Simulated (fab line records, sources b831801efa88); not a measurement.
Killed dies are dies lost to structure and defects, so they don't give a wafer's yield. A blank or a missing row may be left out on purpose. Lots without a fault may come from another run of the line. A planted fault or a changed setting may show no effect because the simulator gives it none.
Which tool did it? | flow gf180mcu | 6 lots, 18 wafers sampled, at 1 step of a route of 602

WHAT THE GAUGES READ, wafer by wafer
GF_HV_LDD_OVL_MEAS_32.
lot  | measured     | on         | HV_LDD_02_OVL (nm)
L945 | day 11 18:23 | overlay-01 | 0.0 -0.7 -0.7
L947 | day 12 18:05 | overlay-01 | 1.0 -0.5 2.6
L950 | day 13 12:50 | overlay-02 | 0.5 -0.5 1.2
L952 | day 14 05:53 | overlay-01 | 0.1 0.0 0.7
L961 | day 17 00:57 | overlay-01 | -1.0 2.6 3.0
L964 | day 18 06:59 | overlay-02 | 0.9 1.3 0.7

WHICH TOOL RAN EACH LOT (tool, then ch and the chambers of the sampled wafers, then the start)
The record holds no process step before these readings.

THE ANSWER, worked out from the rows above alone
Rule: what is usual is taken from the lots themselves. Put in order of their means at a reading, lots are off if they are a third of the lots or fewer, leave a main group of 4 or more, and stand apart from it by a gap of 3 or more times the standard deviation of the main group's means; of several such gaps the widest counts. A main group whose means are all the same, to the digits that the tables above print for the reading, isn't used. A lot without any number at a reading at which 4 lots or more have one is off too. The other lots that the step has rows for count as sound.
No lot is off at any reading shown: from this, nothing can be told.

WHAT THE SIMULATOR HAD PUT IN
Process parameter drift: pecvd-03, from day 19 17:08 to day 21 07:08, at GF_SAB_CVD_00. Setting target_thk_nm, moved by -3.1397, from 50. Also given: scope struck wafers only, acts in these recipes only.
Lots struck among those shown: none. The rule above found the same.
